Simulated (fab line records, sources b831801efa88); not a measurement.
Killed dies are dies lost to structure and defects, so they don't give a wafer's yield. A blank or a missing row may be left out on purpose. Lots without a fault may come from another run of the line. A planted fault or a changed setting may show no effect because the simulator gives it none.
fab line records | flow gf180mcu
record lots=15 wafers=45 last_day=34
route steps=602 shown DUAL_GATE@151 HV_LDD@226 V1@359 M2@363
lots that met no fault: from a run of the same line without faults
start_h: hours from the record's first day to the start of the lot's first wafer shown | wait_h: hours since the lot's step before | " the same as in the row above | L1.1+2: a row that stands for several wafers | - no value, or no start given | * or withheld: withheld | < > ~ a bound
route shown NAME@n: a module of which the file shows steps, and the number in the route of the first | usual: mean/standard deviation of fault-free wafers | same: alike in all rows | chamber/n: place in a boat | sites: the reading at each site | _std_site: their standard deviation | _edge_site: outer sites' mean less inner sites' | radius_mm: how far each site lies from the wafer's centre | mask NAME#n: copy n | behind: the tool/chamber that last shaped the wafer | hold: why the lot was held/for how many hours/how that ended | device: the transistor (n, p or np) that didn't switch | end of line: the same wafers' tests at the end of the route | a step without rows: its recipe alone | killed: dies lost to structure and defects at the first sort, not the wafer's yield | map: a wafer's dies, x killed, . not, _ none there
set.NAME: the setting as run; set.NAME@STEP: as run at that earlier step | model.NAME: the simulator's own value behind a step, which no gauge read
steps of the route over a sample of lots; a table a step, a row a wafer
services: from which hour (start_h, from the record's first day; less than 0 if before it) a tool's chamber was out of use, for how many hours, and why
## steps
# step GF_DUAL_GATE_DEVELOP_10
# recipe develop_time_s=60 dev_temp_c=23
# usual chill_plate_temp_C=22.99/0.1 develop_time_s=60/0
# columns lot.wafer tool chamber start_h wait_h chill_plate_temp_C develop_time_s
L389.1 litho_track-03 0 174.30 0.1 23.01 60
L389.5 " 0 " " 22.86 60
L389.6 " 0 " " 23.04 60
L392.2 litho_track-03 0 197.42 0.1 23.25 60
L392.4 " 0 " " 22.97 60
L392.6 " 0 " " 23.07 60
L393.1 litho_track-03 0 205.25 0.1 22.90 60
L393.2 " 0 " " 22.97 60
L393.3 " 0 " " 22.92 60
L395.1 litho_track-02 0 215.50 0.1 23.19 60
L395.2 " 0 " " 23.01 60
L395.6 " 0 " " 22.94 60
L397.3 litho_track-02 0 237.70 0.1 22.98 60
L397.5 " 0 " " 22.99 60
L397.6 " 0 " " 23.05 60
L398.2 litho_track-01 - 237.74 0.1 - -
L398.4 " - " " - -
L398.6 " - " " - -
L399.1 litho_track-01 - 248.52 0.1 - -
L399.3 " - " " - -
L399.4 " - " " - -
L400.1 litho_track-01 - 253.57 0.1 - -
L400.5 " - " " - -
L400.6 " - " " - -
L404.2 litho_track-03 0 284.02 0.1 22.90 60
L404.3 " 0 " " 22.80 60
L404.4 " 0 " " 22.89 60
L405.1 litho_track-02 0 287.25 0.1 22.99 60
L405.2 " 0 " " 23.07 60
L405.5 " 0 " " 23.03 60
L407.2 litho_track-02 0 299.27 0.1 23.02 60
L407.4 " 0 " " 23.05 60
L407.5 " 0 " " 22.93 60
L408.1 litho_track-01 0 308.72 0.1 23.16 60
L408.4 " 0 " " 23.07 60
L408.6 " 0 " " 22.96 60
L409.1 litho_track-01 0 314.37 0.1 22.89 60
L409.2 " 0 " " 22.91 60
L409.3 " 0 " " 22.96 60
L410.1 litho_track-02 0 319.30 0.1 22.96 60
L410.3 " 0 " " 22.86 60
L410.5 " 0 " " 23.24 60
L412.2 litho_track-01 0 336.94 0.1 23.08 60
L412.4 " 0 " " 22.91 60
L412.6 " 0 " " 22.97 60
# step GF_HV_LDD_TW_MEAS_50
# usual HV_LDD_4_TW=565.1/2.8
# columns lot.wafer tool chamber start_h wait_h HV_LDD_4_TW
L389.1 film_metro-04 - 272.13 0.1 565.8
L389.5 " - " " 567.0
L389.6 " - " " 565.3
L392.2 film_metro-04 - 298.14 0.1 564.0
L392.4 " - " " 567.6
L392.6 " - " " 566.8
L393.1 film_metro-01 - 306.71 0.1 561.3
L393.2 " - " " 558.3
L393.3 " - " " 559.7
L395.1 film_metro-03 - 317.66 0.1 565.1
L395.2 " - " " 561.2
L395.6 " - " " 565.2
L397.3 film_metro-01 - 345.04 0.1 571.1
L397.5 " - " " 565.5
L397.6 " - " " 566.9
L404.2 film_metro-01 - 399.16 0.1 569.3
L404.3 " - " " 565.5
L404.4 " - " " 565.5
L405.1 film_metro-04 - 407.33 0.1 563.3
L405.2 " - " " 564.0
L405.5 " - " " 564.6
L407.2 film_metro-03 - 415.36 0.1 568.0
L407.4 " - " " 569.2
L407.5 " - " " 567.3
L408.1 film_metro-03 - 425.10 0.1 566.5
L408.4 " - " " 565.2
L408.6 " - " " 565.0
L409.1 film_metro-03 - 431.52 0.1 563.3
L409.2 " - " " 566.0
L409.3 " - " " 566.5
L410.1 film_metro-03 - 436.87 0.1 564.1
L410.3 " - " " 562.6
L410.5 " - " " 564.3
L412.2 film_metro-01 - 457.48 0.1 566.2
L412.4 " - " " 564.4
L412.6 " - " " 566.9
# step GF_V1_RS_MEAS_24
# recipe thk_meas_gauge=four-point-probe reads=W_of_V1_CVD_23+TiN_of_V1_SPUTTER_22+Ti_of_V1_SPUTTER_21
# usual V1_W_RS=0.329/0.0033
# columns lot.wafer tool chamber start_h wait_h V1_W_RS[ohm/sq]
L389.1 film_metro-02 - 409.53 0.1 0.326
L389.5 " - " " 0.327
L389.6 " - " " 0.328
L392.2 film_metro-04 - 441.80 0.1 0.326
L392.4 " - " " 0.329
L392.6 " - " " 0.329
L393.1 film_metro-02 - 452.52 0.1 0.329
L393.2 " - " " 0.326
L393.3 " - " " 0.335
L395.1 film_metro-01 - 464.70 0.1 0.329
L395.2 " - " " 0.330
L395.6 " - " " 0.328
L397.3 film_metro-01 - 492.16 0.1 0.326
L397.5 " - " " 0.327
L397.6 " - " " 0.326
L404.2 film_metro-02 - 547.65 0.1 0.331
L404.3 " - " " 0.331
L404.4 " - " " 0.334
L405.1 film_metro-02 - 556.44 0.1 0.325
L405.2 " - " " 0.328
L405.5 " - " " 0.326
L407.2 film_metro-02 - 563.87 0.1 0.331
L407.4 " - " " 0.329
L407.5 " - " " 0.333
L408.1 film_metro-02 - 573.88 0.1 0.332
L408.4 " - " " 0.329
L408.6 " - " " 0.331
L409.1 film_metro-01 - 583.38 0.1 0.326
L409.2 " - " " 0.323
L409.3 " - " " 0.328
L410.1 film_metro-01 - 583.78 0.1 0.324
L410.3 " - " " 0.329
L410.5 " - " " 0.326
L412.2 film_metro-04 - 602.89 0.1 0.327
L412.4 " - " " 0.320
L412.6 " - " " 0.324
# step GF_M2_SPUTTER_01
# recipe material=TiN target_thk_nm=30 power_w=6500 time_s=25 chamber_pressure_pa=0.4
# usual throttle_valve_pct=29.3/0.83
# columns lot.wafer tool chamber start_h wait_h throttle_valve_pct
L389.1 pvd_sputter-03 - 410.11 0.1 28.9
L389.5 " - " " 28.9
L389.6 " - " " 31.0
L392.2 pvd_sputter-03 - 442.36 0.1 28.6
L392.4 " - " " 31.0
L392.6 " - " " 28.3
L393.1 pvd_sputter-04 - 453.10 0.1 29.0
L393.2 " - " " 29.5
L393.3 " - " " 29.4
L395.1 pvd_sputter-02 - 465.28 0.1 28.6
L395.2 " - " " 30.2
L395.6 " - " " 30.1
L397.3 pvd_sputter-03 - 492.70 0.1 28.2
L397.5 " - " " 29.3
L397.6 " - " " 28.4
L404.2 pvd_sputter-04 - 548.21 0.1 30.5
L404.3 " - " " 29.6
L404.4 " - " " 29.1
L405.1 pvd_sputter-02 - 557.02 0.1 30.2
L405.2 " - " " 28.6
L405.5 " - " " 28.6
L407.2 pvd_sputter-02 - 564.43 0.1 29.9
L407.4 " - " " 28.5
L407.5 " - " " 30.3
L408.1 pvd_sputter-03 - 574.46 0.1 29.1
L408.4 " - " " 28.9
L408.6 " - " " 28.1
L409.1 pvd_sputter-02 - 583.96 0.1 30.0
L409.2 " - " " 28.6
L409.3 " - " " 30.3
L410.1 pvd_sputter-04 - 584.56 0.1 29.5
L410.3 " - " " 29.0
L410.5 " - " " 30.7
L412.2 pvd_sputter-04 - 603.45 0.1 28.9
L412.4 " - " " 29.3
L412.6 " - " " 30.2
## services
# columns tool chamber start_h hours kind
pvd_sputter-04 - 195.74 3.2 repair
pvd_sputter-03 - 498.31 9.0 repair
pvd_sputter-04 - 525.69 0.6 repair
pvd_sputter-03 - 543.99 0.9 repair
pvd_sputter-04 - 564.66 2.9 repair
pvd_sputter-03 - 582.79 2.5 repair
pvd_sputter-02 - 592.74 3.1 repair
## key
first_sign step=GF_DUAL_GATE_DEVELOP_10 reading=tool_record direction=missing
effect none on later readings
met_at GF_DUAL_GATE_DEVELOP_10
struck_lots L398,L399,L400
later_rows_left_out L398.2,L398.4,L398.6,L399.1,L399.3,L399.4,L400.1,L400.5,L400.6
sort_left_out L398.2,L398.4,L398.6,L399.1,L399.3,L399.4,L400.1,L400.5,L400.6
tester_left_out L398,L399,L400
not_acting_at GF_HV_LDD_TW_MEAS_50,GF_V1_RS_MEAS_24,GF_M2_SPUTTER_01
fault kind=skipped_step_whole tool=litho_track-01 chamber=- onset_h=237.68 steps=GF_DUAL_GATE_DEVELOP_10 scope=struck_lots_only
# tester_left_out: of these lots the tester's yield and bins aren't shown, on N5 and GAA mostly nor the transistor test; their killed dies are dies lost to structure and defects alone, not to doping, threshold or leakage, so they don't give the yield
# sort_left_out: the simulated sort isn't trusted on such a fault, so these wafers' sort isn't shown, and their yield isn't known
# later_rows_left_out: the simulator's readings of these wafers behind a module that went badly wrong aren't trusted and aren't shown, but for the sort
